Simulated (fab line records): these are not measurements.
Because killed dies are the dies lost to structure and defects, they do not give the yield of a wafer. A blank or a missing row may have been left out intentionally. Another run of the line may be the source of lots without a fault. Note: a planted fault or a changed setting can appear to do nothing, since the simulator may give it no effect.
fab line records	flow sky130
[record] lots = 7	wafers = 21	last_day = 50
route steps=708 shown NWELL@66 PWDE@84 VT_ADJUST_HVTP@85 VT_ADJUST_LVTN@97
lots that met no fault: taken from a fault-free run of the same line
start_h: hours from the record's opening day to when the first of the lot's shown wafers began	wait_h: hours since the lot's step before	" unchanged from the row above	L1.1+2: a single row standing in for several wafers	- no value present, or no start provided	* or withheld: withheld	< > ~ a bound
route shown NAME@n: NAME is a module with steps in the file, n the number in the route of the first one	usual: mean and standard deviation over wafers with no fault	same: alike in all rows	chamber/n: place in a boat	sites: the reading at each site	_std_site: standard deviation across them	_edge_site: the outer-site mean with the inner-site mean subtracted	radius_mm: for every site, how far away it sits from the centre of the wafer	mask NAME#n: copy n	behind: the tool/chamber that last shaped the wafer	hold: what put the lot on hold/how long, in hours/how the hold closed	device: which transistor (n, p or np) failed to switch	end of line: at the end of the route, the tests of the same wafers	where a step has no rows: the recipe by itself	killed: dies that structure and defects cost at the first sort, which is not the same as the wafer's yield	map: per-die view of a wafer (x killed, . not killed, _ where there is no die)
set.NAME: the setting that was run; set.NAME@STEP: the one run at that earlier step	model.NAME: the simulator's own value behind a step, which no gauge read
lots seen at some steps along the route; tables by step, rows by wafer
services: when a tool's chamber went out of use (start_h, in hours from the record's first day, below 0 if earlier), for how many hours, and the reason
[[steps]]
[step SKY_NWELL_IMPLANT_13]
[recipe] species = P	energy_kev = 50	dose_cm2 = 7e+11	tilt_deg = withheld
[step SKY_NWELL_STRIP_14]
[recipe] chemistry = O2/N2	power_w = 1400	pressure_mtorr = 1500	platen_temp_c = withheld	o2_flow_sccm = 3000	n2_flow_sccm = 300	overash_fraction = 0.5
[usual] chamber_pressure_mTorr = 1500.1/1.4	drypump_motor_current_A = 5.2/0.44	oes_product_au = 0.722/0.0047	strip_time_to_endpoint_s = 36.93/0.096
lot.wafer	tool	chamber	start_h	wait_h	chamber_pressure_mTorr	drypump_motor_current_A	oes_product_au	rf_hours_counter_h	strip_time_to_endpoint_s
L770.1	plasma_asher-02	1	91.65	0.1	1498.5	5.4	0.725	28	36.96
L770.5	"	1	"	"	1499.8	5.4	0.721	-	36.91
L770.6	"	0	"	"	1501.5	5.1	0.717	-	36.96
L775.1	plasma_asher-04	0	123.65	0.1	1501.7	4.9	0.724	43	37.04
L775.3	"	0	"	"	1499.7	4.9	0.730	-	36.94
L775.5	"	0	"	"	1501.6	4.9	0.718	-	36.98
L783.1	plasma_asher-02	0	165.10	0.1	1499.1	5.1	0.725	36	36.89
L783.4	"	0	"	"	1498.8	5.1	0.730	-	36.99
L783.6	"	1	"	"	1500.7	5.4	0.723	-	36.94
L784.1	plasma_asher-01	1	174.05	0.1	1500.3	4.6	0.722	5	36.90
L784.4	"	1	"	"	1501.2	4.6	0.724	-	37.02
L784.6	"	0	"	"	1501.5	5.9	0.719	-	37.03
L785.3	plasma_asher-04	1	174.79	0.1	1499.4	5.2	0.721	-	37.08
L785.4	"	0	"	"	1502.2	4.9	0.725	-	37.08
L785.5	"	0	"	"	1501.4	4.9	0.724	-	37.09
L786.2	plasma_asher-02	1	179.95	0.1	1500.1	5.4	0.725	37	36.86
L786.3	"	0	"	"	1500.0	5.1	0.726	-	36.82
L786.6	"	1	"	"	1501.7	5.4	0.720	-	36.94
L791.2	plasma_asher-01	0	219.45	0.1	1498.2	5.9	0.711	10	36.95
L791.4	"	0	"	"	1500.7	5.9	0.719	-	36.86
L791.5	"	0	"	"	1501.4	5.9	0.723	-	36.86
[step SKY_NWELL_TW_MEAS_15]
[usual] NWELL_TW = 1827/13
lot.wafer	tool	chamber	start_h	wait_h	NWELL_TW
L770.1	film_metro-04	-	91.75	0.1	1824
L770.5	"	-	"	"	1826
L770.6	"	-	"	"	1825
L775.1	film_metro-01	-	123.75	0.1	1814
L775.3	"	-	"	"	1812
L775.5	"	-	"	"	1814
L783.1	film_metro-04	-	165.20	0.1	1810
L783.4	"	-	"	"	1819
L783.6	"	-	"	"	1818
L784.1	film_metro-01	-	174.15	0.1	1834
L784.4	"	-	"	"	1843
L784.6	"	-	"	"	1838
L785.3	film_metro-03	-	174.87	0.1	1835
L785.4	"	-	"	"	1838
L785.5	"	-	"	"	1842
L786.2	film_metro-03	-	180.08	0.1	1838
L786.3	"	-	"	"	1836
L786.6	"	-	"	"	1836
L791.2	film_metro-01	-	219.56	0.1	1826
L791.4	"	-	"	"	1819
L791.5	"	-	"	"	1824
[step SKY_NWELL_DEHYDRATE_16]
[recipe] temp_c = 200	time_s = 60
[step SKY_NWELL_HMDS_17]
[recipe] prime_time_s = 60	prime_temp_c = 120
[step SKY_NWELL_COAT_18]
[recipe] spin_rpm = 2000	resist_thk_nm = 3000
[step SKY_NWELL_SOFTBAKE_19]
[recipe] temp_c = 110	time_s = withheld
[step SKY_NWELL_EXPOSE_20]
[recipe] mask_id = NWM_COMPLEMENT	na = 0.6	source_shape = conventional	sigma_outer = 0.6	polarization = unpolarized	target_cd_nm = 840	dose_mj = 260
[step SKY_NWELL_PEB_21]
[recipe] temp_c = 115	time_s = withheld
[step SKY_NWELL_DEVELOP_22]
[recipe] wall_angle_deg = 90	developer = TMAH	develop_time_s = 60	dev_temp_c = 23
[step SKY_NWELL_OVL_MEAS_23]
[usual] NWELL_01_OVL = 1.3/1.3
lot.wafer	tool	chamber	start_h	wait_h	NWELL_01_OVL[nm]
L770.1	overlay-02	-	109.01	-	1.4
L770.5	"	-	"	"	2.9
L770.6	"	-	"	"	0.1
L775.1	overlay-01	-	142.41	-	3.6
L775.3	"	-	"	"	3.3
L775.5	"	-	"	"	3.0
L783.1	overlay-02	-	185.71	-	-0.8
L783.4	"	-	"	"	1.9
L783.6	"	-	"	"	0.7
L784.1	overlay-02	-	194.77	-	0.5
L784.4	"	-	"	"	1.4
L784.6	"	-	"	"	2.4
L785.3	overlay-01	-	195.72	-	4.2
L785.4	"	-	"	"	0.0
L785.5	"	-	"	"	2.5
L786.2	overlay-01	-	201.42	-	2.8
L786.3	"	-	"	"	0.8
L786.6	"	-	"	"	0.7
L791.2	overlay-01	-	242.07	-	-0.5
L791.4	"	-	"	"	0.0
L791.5	"	-	"	"	0.7
[step SKY_NWELL_IMPLANT_24]
[recipe] species = B	energy_kev = 140	dose_cm2 = 9.2e+12	tilt_deg = withheld
[step SKY_NWELL_STRIP_25]
[recipe] chemistry = O2/N2	power_w = 1400	pressure_mtorr = 1500	platen_temp_c = withheld	o2_flow_sccm = 3000	n2_flow_sccm = 300	overash_fraction = 0.5
[usual] chamber_pressure_mTorr = 1499.9/1.5	drypump_motor_current_A = 5.2/0.38	oes_product_au = 0.722/0.0045	strip_time_to_endpoint_s = 37.01/0.11
lot.wafer	tool	chamber	start_h	wait_h	chamber_pressure_mTorr	drypump_motor_current_A	oes_product_au	rf_hours_counter_h	strip_time_to_endpoint_s	model.coat_of_NWELL_COAT_18.thk_nm
L770.1	plasma_asher-04	0	109.20	0.1	1500.4	4.9	0.724	41	36.94	0
L770.5	"	0	"	"	1500.4	4.9	0.721	-	36.87	0
L770.6	"	1	"	"	1499.6	5.2	0.719	-	36.93	0
L775.1	plasma_asher-02	0	142.60	0.1	1499.6	5.1	0.714	34	37.08	0
L775.3	"	1	"	"	1498.6	5.4	0.725	-	37.07	0
L775.5	"	1	"	"	1499.2	5.4	0.726	-	37.01	0
L783.1	plasma_asher-01	1	185.90	0.1	-	-	-	-	-	3006
L783.4	"	1	"	"	-	-	-	-	-	3008
L783.6	"	1	"	"	-	-	-	-	-	3000
L784.1	plasma_asher-02	1	194.95	0.1	-	-	-	-	-	3002
L784.4	"	1	"	"	-	-	-	-	-	3002
L784.6	"	0	"	"	-	-	-	-	-	3009
L785.3	plasma_asher-04	1	195.93	0.1	-	-	-	-	-	3002
L785.4	"	0	"	"	-	-	-	-	-	3004
L785.5	"	1	"	"	-	-	-	-	-	3001
L786.2	plasma_asher-04	1	201.60	0.1	1498.0	5.2	0.726	50	37.13	0
L786.3	"	1	"	"	1499.0	5.2	0.724	-	37.07	0
L786.6	"	1	"	"	1498.6	5.2	0.720	-	37.01	0
L791.2	plasma_asher-01	0	242.25	0.1	1499.9	5.9	0.722	12	37.18	0
L791.4	"	0	"	"	1499.7	5.9	0.717	-	37.20	0
L791.5	"	1	"	"	1501.2	4.6	0.724	-	37.27	0
[step SKY_NWELL_TW_MEAS_26]
[usual] NWELL_2_TW = 498/3.1
lot.wafer	tool	chamber	start_h	wait_h	NWELL_2_TW
L770.1	film_metro-04	-	109.30	0.1	496
L770.5	"	-	"	"	496
L770.6	"	-	"	"	497
L775.1	film_metro-04	-	142.70	0.1	494
L775.3	"	-	"	"	496
L775.5	"	-	"	"	494
L783.1	film_metro-03	-	186.00	0.1	499
L783.4	"	-	"	"	497
L783.6	"	-	"	"	499
L784.1	film_metro-03	-	195.05	0.1	498
L784.4	"	-	"	"	500
L784.6	"	-	"	"	499
L785.3	film_metro-03	-	196.02	0.1	500
L785.4	"	-	"	"	498
L785.5	"	-	"	"	501
L786.2	film_metro-04	-	201.71	0.1	497
L786.3	"	-	"	"	497
L786.6	"	-	"	"	497
L791.2	film_metro-04	-	242.36	0.1	495
L791.4	"	-	"	"	495
L791.5	"	-	"	"	494
[step SKY_NWELL_CLEAN_27]
[recipe] chemistry = SC1/SC2	mix = 1:4:20	temp_c = 70	time_s = 150	dry = n2_spin
[step SKY_NWELL_RTA_28]
[recipe] temp_c = 1050	time_s = 30	idle_temp_c = 650	ramp_up_c_per_s = 150	ramp_down_c_per_s = 90	ambient = N2
[usual] lamp_power_pct = 25.30/0.051	ramp_up_c_per_s = 150.00/0.028	wafer_temp_C_max = 1054.9/0.95
lot.wafer	tool	chamber	start_h	wait_h	lamp_power_pct	ramp_up_c_per_s	wafer_temp_C_max
L770.1	rtp_anneal-02	0	109.41	0.0	25.25	149.93	1055.8
L770.5	"	0	"	"	25.32	149.97	1054.8
L770.6	"	0	"	"	25.37	150.00	1053.6
L775.1	rtp_anneal-01	0	142.81	0.0	25.31	149.99	1054.9
L775.3	"	0	"	"	25.25	150.04	1053.4
L775.5	"	0	"	"	25.29	149.97	1056.8
L783.1	rtp_anneal-01	0	186.11	0.0	25.36	150.01	1055.2
L783.4	"	0	"	"	25.29	150.05	1054.5
L783.6	"	0	"	"	25.28	150.00	1055.3
L784.1	rtp_anneal-01	0	195.16	0.0	25.35	150.00	1054.1
L784.4	"	0	"	"	25.36	150.02	1054.4
L784.6	"	0	"	"	25.24	149.99	1054.2
L785.3	rtp_anneal-02	0	196.14	0.0	25.36	150.00	1054.8
L785.4	"	0	"	"	25.30	149.97	1054.2
L785.5	"	0	"	"	25.31	149.99	1054.0
L786.2	rtp_anneal-02	0	201.82	0.0	25.21	150.04	1054.1
L786.3	"	0	"	"	25.31	150.03	1055.1
L786.6	"	0	"	"	25.35	150.00	1054.0
L791.2	rtp_anneal-01	0	242.48	0.0	25.35	149.96	1054.8
L791.4	"	0	"	"	25.34	149.98	1053.9
L791.5	"	0	"	"	25.25	150.02	1056.5
[step SKY_NWELL_RS_MEAS_29]
[recipe] thk_meas_gauge = four-point-probe
[usual] NWELL_RS = 624.7/1.5
lot.wafer	tool	chamber	start_h	wait_h	NWELL_RS[ohm/sq]
L770.1	film_metro-01	-	109.51	0.1	625.4
L770.5	"	-	"	"	623.5
L770.6	"	-	"	"	623.9
L775.1	film_metro-01	-	142.91	0.1	626.0
L775.3	"	-	"	"	625.9
L775.5	"	-	"	"	628.5
L783.1	film_metro-01	-	186.21	0.1	623.2
L783.4	"	-	"	"	625.7
L783.6	"	-	"	"	624.3
L784.1	film_metro-03	-	195.26	0.1	623.2
L784.4	"	-	"	"	623.3
L784.6	"	-	"	"	622.5
L785.3	film_metro-04	-	196.25	0.1	624.9
L785.4	"	-	"	"	627.0
L785.5	"	-	"	"	625.4
L786.2	film_metro-01	-	201.93	0.1	627.2
L786.3	"	-	"	"	625.4
L786.6	"	-	"	"	624.5
L791.2	film_metro-01	-	242.58	0.1	624.5
L791.4	"	-	"	"	624.2
L791.5	"	-	"	"	624.4
[step SKY_NWELL_RS_MEAS_31]
[recipe] thk_meas_gauge = four-point-probe
[usual] PWDE_RS = 5274/15
lot.wafer	tool	chamber	start_h	wait_h	PWDE_RS[ohm/sq]
L770.1	film_metro-01	-	109.75	0.1	5242
L770.5	"	-	"	"	5235
L770.6	"	-	"	"	5249
L775.1	film_metro-01	-	143.15	0.1	5264
L775.3	"	-	"	"	5267
L775.5	"	-	"	"	5274
L783.1	film_metro-01	-	186.45	0.1	5238
L783.4	"	-	"	"	5257
L783.6	"	-	"	"	5256
L784.1	film_metro-03	-	195.50	0.1	5281
L784.4	"	-	"	"	5264
L784.6	"	-	"	"	5282
L785.3	film_metro-04	-	196.49	0.1	5277
L785.4	"	-	"	"	5289
L785.5	"	-	"	"	5270
L786.2	film_metro-01	-	202.17	0.1	5255
L786.3	"	-	"	"	5267
L786.6	"	-	"	"	5280
L791.2	film_metro-01	-	242.82	0.1	5281
L791.4	"	-	"	"	5259
L791.5	"	-	"	"	5261
[step SKY_VT_ADJUST_HVTP_DEHYDRATE_00]
[recipe] temp_c = 200	time_s = 60
[step SKY_VT_ADJUST_HVTP_HMDS_01]
[recipe] prime_time_s = 60	prime_temp_c = 120
[step SKY_VT_ADJUST_HVTP_COAT_02]
[recipe] resist = NOVOLAK	spin_rpm = 3000	resist_thk_nm = 1140
[step SKY_VT_ADJUST_HVTP_SOFTBAKE_03]
[recipe] temp_c = 90	time_s = 60	resist = NOVOLAK
[step SKY_VT_ADJUST_HVTP_EXPOSE_04]
[recipe] mask_id = HVTPM	na = 0.6	source_shape = conventional	sigma_outer = 0.6	polarization = unpolarized	target_cd_nm = 380	dose_mj = 140
[step SKY_VT_ADJUST_HVTP_PEB_05]
[recipe] temp_c = withheld	time_s = *	resist = NOVOLAK
[step SKY_VT_ADJUST_HVTP_DEVELOP_06]
[recipe] resist = NOVOLAK	developer = TMAH	develop_time_s = 60	dev_temp_c = 23
[step SKY_VT_ADJUST_HVTP_CD_MEAS_07]
[recipe] target_cd_nm = 380
[usual] cd_nm = 378.7/2.3
lot.wafer	tool	chamber	start_h	wait_h	cd_nm
L770.1	cd_sem-01	-	127.76	0.1	380.1
L770.5	"	-	"	"	378.2
L770.6	"	-	"	"	379.0
L775.1	cd_sem-02	-	161.37	0.1	378.6
L775.3	"	-	"	"	377.4
L775.5	"	-	"	"	379.8
L783.1	cd_sem-02	-	207.57	0.1	376.9
L783.4	"	-	"	"	378.7
L783.6	"	-	"	"	380.7
L784.1	cd_sem-01	-	217.12	0.1	382.7
L784.4	"	-	"	"	382.8
L784.6	"	-	"	"	379.7
L785.3	cd_sem-02	-	218.36	0.1	380.8
L785.4	"	-	"	"	380.9
L785.5	"	-	"	"	381.2
L786.2	cd_sem-02	-	224.64	0.1	376.9
L786.3	"	-	"	"	376.4
L786.6	"	-	"	"	378.0
L791.2	cd_sem-01	-	265.83	0.1	375.1
L791.4	"	-	"	"	378.6
L791.5	"	-	"	"	379.0
[step SKY_VT_ADJUST_HVTP_OVL_MEAS_08]
[usual] VT_ADJUST_HVTP_OVL = 1.0/1.5
lot.wafer	tool	chamber	start_h	wait_h	VT_ADJUST_HVTP_OVL[nm]
L770.1	overlay-01	-	127.88	0.1	1.6
L770.5	"	-	"	"	1.6
L770.6	"	-	"	"	0.3
L775.1	overlay-01	-	161.49	0.1	0.1
L775.3	"	-	"	"	0.8
L775.5	"	-	"	"	-0.4
L783.1	overlay-01	-	207.69	0.1	-0.7
L783.4	"	-	"	"	-0.8
L783.6	"	-	"	"	0.5
L784.1	overlay-02	-	217.24	0.1	0.5
L784.4	"	-	"	"	-0.9
L784.6	"	-	"	"	0.0
L785.3	overlay-01	-	218.45	0.1	-0.5
L785.4	"	-	"	"	-0.1
L785.5	"	-	"	"	-0.9
L786.2	overlay-01	-	224.74	0.1	2.9
L786.3	"	-	"	"	3.2
L786.6	"	-	"	"	0.7
L791.2	overlay-01	-	265.94	0.1	1.3
L791.4	"	-	"	"	0.4
L791.5	"	-	"	"	1.8
[step SKY_VT_ADJUST_HVTP_IMPLANT_09]
[recipe] species = As	energy_kev = 150	dose_cm2 = 4.3e+12	tilt_deg = withheld
[step SKY_VT_ADJUST_HVTP_STRIP_10]
[recipe] chemistry = O2/N2	power_w = 1400	pressure_mtorr = 1500	platen_temp_c = withheld	o2_flow_sccm = 3000	n2_flow_sccm = 300	overash_fraction = 0.5
[usual] chamber_pressure_mTorr = 1500.2/1.4	drypump_motor_current_A = 5.19/0.17	oes_product_au = 0.716/0.0045	strip_time_to_endpoint_s = 14.18/0.038
lot.wafer	tool	chamber	start_h	wait_h	chamber_pressure_mTorr	drypump_motor_current_A	oes_product_au	rf_hours_counter_h	strip_time_to_endpoint_s
L770.1	plasma_asher-02	1	128.07	0.1	1500.5	5.40	0.719	32	14.18
L770.5	"	0	"	"	1500.3	5.09	0.720	-	14.20
L770.6	"	1	"	"	1503.4	5.43	0.714	-	14.18
L775.1	plasma_asher-04	1	161.67	0.1	1501.1	5.21	0.710	46	14.20
L775.3	"	0	"	"	1501.4	4.91	0.706	-	14.23
L775.5	"	0	"	"	1500.1	4.89	0.714	-	14.24
L783.1	plasma_asher-04	1	207.88	0.1	1498.8	5.18	0.738	51	58.84
L783.4	"	1	"	"	1501.1	5.16	0.729	-	58.84
L783.6	"	1	"	"	1499.5	5.20	0.722	-	58.67
L784.1	plasma_asher-02	1	217.43	0.1	1503.4	5.41	0.728	41	58.80
L784.4	"	1	"	"	1498.5	5.42	0.735	-	58.79
L784.6	"	0	"	"	1501.0	5.05	0.736	-	58.89
L785.3	plasma_asher-02	0	218.66	0.1	1498.2	5.05	0.731	-	58.77
L785.4	"	1	"	"	1500.3	5.40	0.722	-	58.77
L785.5	"	0	"	"	1500.2	5.10	0.725	-	58.77
L786.2	plasma_asher-03	1	224.92	0.1	1498.7	5.19	0.711	53	14.13
L786.3	"	0	"	"	1499.5	5.43	0.718	-	14.19
L786.6	"	0	"	"	1499.1	5.41	0.709	-	14.14
L791.2	plasma_asher-02	1	266.12	0.1	1497.6	5.41	0.710	46	14.24
L791.4	"	0	"	"	1500.7	5.13	0.717	-	14.17
L791.5	"	0	"	"	1504.4	5.10	0.717	-	14.14
[step SKY_VT_ADJUST_HVTP_TW_MEAS_11]
[usual] VT_ADJUST_HVTP_TW = 1356/11
lot.wafer	tool	chamber	start_h	wait_h	VT_ADJUST_HVTP_TW
L770.1	film_metro-03	-	128.17	0.1	1365
L770.5	"	-	"	"	1363
L770.6	"	-	"	"	1362
L775.1	film_metro-04	-	161.77	0.1	1347
L775.3	"	-	"	"	1356
L775.5	"	-	"	"	1362
L783.1	film_metro-04	-	207.98	0.1	30
L783.4	"	-	"	"	30
L783.6	"	-	"	"	30
L784.1	film_metro-04	-	217.53	0.1	30
L784.4	"	-	"	"	30
L784.6	"	-	"	"	30
L785.3	film_metro-02	-	218.74	0.1	30
L785.4	"	-	"	"	30
L785.5	"	-	"	"	30
L786.2	film_metro-02	-	225.03	0.1	1361
L786.3	"	-	"	"	1356
L786.6	"	-	"	"	1356
L791.2	film_metro-03	-	266.23	0.1	1362
L791.4	"	-	"	"	1365
L791.5	"	-	"	"	1358
[step SKY_VT_ADJUST_LVTN_DEHYDRATE_00]
[recipe] temp_c = 200	time_s = 60
[[services]]
tool	chamber	start_h	hours	kind
plasma_asher-04	-	105.34	0.3	repair
plasma_asher-01	-	108.75	9.0	pm
plasma_asher-01	0	108.75	9.0	vent_cycle
plasma_asher-01	1	108.75	9.0	vent_cycle
plasma_asher-01	0	117.75	-	clean
plasma_asher-01	1	117.75	-	clean
plasma_asher-04	-	126.24	2.8	pm
plasma_asher-01	-	144.23	0.8	repair
plasma_asher-03	-	245.79	7.7	repair
plasma_asher-03	-	246.16	3.6	repair
[[key]]
[first_sign] step = SKY_NWELL_STRIP_25	reading = tool_record	direction = missing
[effect] step = SKY_VT_ADJUST_HVTP_STRIP_10	reading = strip_time_to_endpoint_s	direction = up	sigmas = 99+	usual = *	struck = *
[effect] step = SKY_VT_ADJUST_HVTP_TW_MEAS_11	reading = VT_ADJUST_HVTP_TW	direction = down	sigmas = 99+	usual = 1356	struck = 30
[model_effect] step = SKY_NWELL_STRIP_25	value = coat_of_NWELL_COAT_18.thk_nm	without = 0	struck = 3004
met_at SKY_NWELL_STRIP_25
struck_wafers L783.1,L783.4,L783.6,L784.1,L784.4,L784.6,L785.3,L785.4,L785.5
sort_left_out L783.1,L783.4,L783.6,L784.1,L784.4,L784.6,L785.3,L785.4,L785.5
tester_left_out L783,L784,L785
onset_between 142.60 185.90
[fault] kind = skipped_step_whole	tool = plasma_asher-01,plasma_asher-02,plasma_asher-04	chamber = -	onset_h = 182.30	steps = SKY_NWELL_STRIP_25	scope = struck_lots_only
// tester_left_out: of these lots the tester's yield and bins aren't shown, on N5 and GAA mostly nor the transistor test; their killed dies are dies lost to structure and defects alone, not to doping, threshold or leakage, so they don't give the yield
// sort_left_out: the simulated sort isn't trusted on such a fault, so these wafers' sort isn't shown, and their yield isn't known
